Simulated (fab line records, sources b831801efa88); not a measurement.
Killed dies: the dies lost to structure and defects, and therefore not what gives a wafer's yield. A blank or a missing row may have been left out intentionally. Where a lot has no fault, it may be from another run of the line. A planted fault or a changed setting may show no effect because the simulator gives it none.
Matching of chambers	flow gf180mcu	pecvd-01 running GF_V5_CVD_02: 3 sister chambers
The step deposits SiO2 from TEOS, target thk 1450 nm, time 163.28 s. 3 wafers are shown with their chamber, then 9 later ones without.

EACH WAFER AND ITS CHAMBER
wafer	chamber	heater-power-w (W)
L086.5	0	675
L092.5	2	552
L092.6	1	583

WAFERS MISSING THEIR CHAMBER
wafer	heater-power-w (W)
L095.2	597
L095.4	662
L095.6	582
L097.1	646
L097.2	623
L097.3	665
L097.4	536
L097.5	646
L097.6	715

WHICH CHAMBER EACH WENT THROUGH
wafer	from the rows above	in truth
L095.2	can't be placed: 1 or 2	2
L095.4	0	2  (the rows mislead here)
L095.6	can't be placed: 1 or 2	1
L097.1	can't be placed: 0 or 1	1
L097.2	can't be placed: 1 or 0 or 2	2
L097.3	0	0
L097.4	can't be placed: 2 or 1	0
L097.5	can't be placed: 0 or 1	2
L097.6	0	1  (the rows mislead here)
Correct placement for 1 of the 9. Unplaceable from these rows: 6, with the true chamber sitting among the candidates in 4. Wrongly placed: 2.
How it was worked out, from the rows above alone: a wafer's distance from a chamber is the root of the sum, over the readings, of the square of ((its reading less the chamber's mean) divided by the reading's scatter). The wafer belongs to the nearest chamber; if the next one is less than 2 further off, it can't be placed. Each chamber's mean is taken over the wafers shown for it. The scatter: root of mean squared gap, hidden wafer to nearest shown wafer, with one shown wafer a chamber.
